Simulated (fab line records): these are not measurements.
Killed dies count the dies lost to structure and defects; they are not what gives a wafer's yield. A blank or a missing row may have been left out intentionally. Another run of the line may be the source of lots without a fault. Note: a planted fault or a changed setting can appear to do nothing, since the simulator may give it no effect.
What tool caused it?    flow gf180mcu    33 wafers from 11 lots sampled at 3 of the route's 602 steps

WHAT EACH GAUGE READ, for each wafer
GF_V4_RS_MEAS_24: measures by four-point-probe.
lot   measured      on             V4_W_RS (ohm/sq)
L783  day 24 05:05  film_metro-04  0.339 0.334 0.334
L784  day 24 17:52  film_metro-02  0.333 0.332 0.330
L786  day 25 10:16  film_metro-04  0.335 0.331 0.332
L791  day 27 01:37  film_metro-02  0.333 0.332 0.336
L794  day 27 21:28  film_metro-02  0.327 0.320 0.325
L795  day 27 22:58  film_metro-02  0.327 0.328 0.327
L796  day 28 10:17  film_metro-03  0.343 0.336 0.337
L800  day 30 01:19  film_metro-02  0.232 0.335 0.332
L801  day 30 01:34  film_metro-02  0.333 0.330 0.330
L806  day 31 10:20  film_metro-02  0.329 0.329 0.328
L805  day 31 13:59  film_metro-02  0.331 0.330 0.326

EACH LOT AND THE TOOL THAT RAN IT (in order: tool; ch and the chambers of the sampled wafers; start)
lot   GF_V4_ETCH_17                                  GF_V4_CVD_23
L783  rie_diel-01 ch 1,2,3, day 24 04:58 or earlier  cvd_w-01 ch 0,1, day 24 04:58
L784  rie_diel-02 ch 2,3, day 24 17:46 or earlier    cvd_w-02 ch 0,1, day 24 17:46
L786  rie_diel-02 ch 0,3, day 25 10:08 or earlier    cvd_w-02 ch 0,1, day 25 10:08
L791  rie_diel-03 ch 1,2,3, day 27 01:29 or earlier  cvd_w-02 ch 0,1, day 27 01:29
L794  rie_diel-01 ch 1,2,3, day 27 21:21 or earlier  cvd_w-02 ch 0,1, day 27 21:21
L795  rie_diel-03 ch 1,2,3, day 27 22:50 or earlier  cvd_w-02 ch 0,1, day 27 22:50
L796  rie_diel-02 ch 1,2, day 28 10:09 or earlier    cvd_w-01 ch 1, day 28 10:09
L800  rie_diel-01 ch 0,1,3, day 30 01:12 or earlier  cvd_w-01 ch 0,1, day 30 01:12
L801  rie_diel-03 ch 0,1, day 30 01:28 or earlier    cvd_w-02 ch 0, day 30 01:28
L806  rie_diel-01 ch 0,3, day 31 10:14 or earlier    cvd_w-02 ch 1, day 31 10:14
L805  rie_diel-02 ch 1,2,3, day 31 13:50 or earlier  cvd_w-02 ch 0,1, day 31 13:50
- GF_V4_ETCH_17: etches SiO2 in C4F8/O2/Ar, stops on TiN, target depth 630 nm.
- GF_V4_CVD_23: deposits W, target thk 350 nm, time 104.9 s.

THE ANSWER, worked out from the rows above alone
Rule: what is usual is taken from the lots themselves. The widest of any qualifying gaps counts: lots, ordered by their means at a reading, are off when they make up no more than a third of the lots, leave a main group of 4 or more, and stand apart from it by 3 or more times the standard deviation of that group's means. A main group is skipped when, at the precision printed for the reading in the tables above, its means are all equal. Also off: a lot with no number at a reading for which 4 or more lots have one. Any other lot the step has rows for is counted as sound.
Off: L800, at GF_V4_RS_MEAS_24 (V4_W_RS). The main group: mean 0.331 ohm/sq, standard deviation 0.004.
A tool fits if, at a process step before that reading, it ran every lot that is off, and no sound lot after the first of them. The gauges at GF_V4_RS_MEAS_24 are tried like those tools. Because GF_V4_ETCH_17 lacks a start for some lots, the hours and order of its lots are taken from GF_V4_CVD_23. One fits: GF_V4_CVD_23 on cvd_w-01. A fault onset in the window from L796 (day 28 10:09, its last sound lot) to L800 (day 30 01:12, its first lot off) fits.

WHAT WAS PUT IN BY THE SIMULATOR
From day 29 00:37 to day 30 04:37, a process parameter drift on cvd_w-01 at GF_V4_CVD_23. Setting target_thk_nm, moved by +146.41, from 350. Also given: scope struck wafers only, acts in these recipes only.
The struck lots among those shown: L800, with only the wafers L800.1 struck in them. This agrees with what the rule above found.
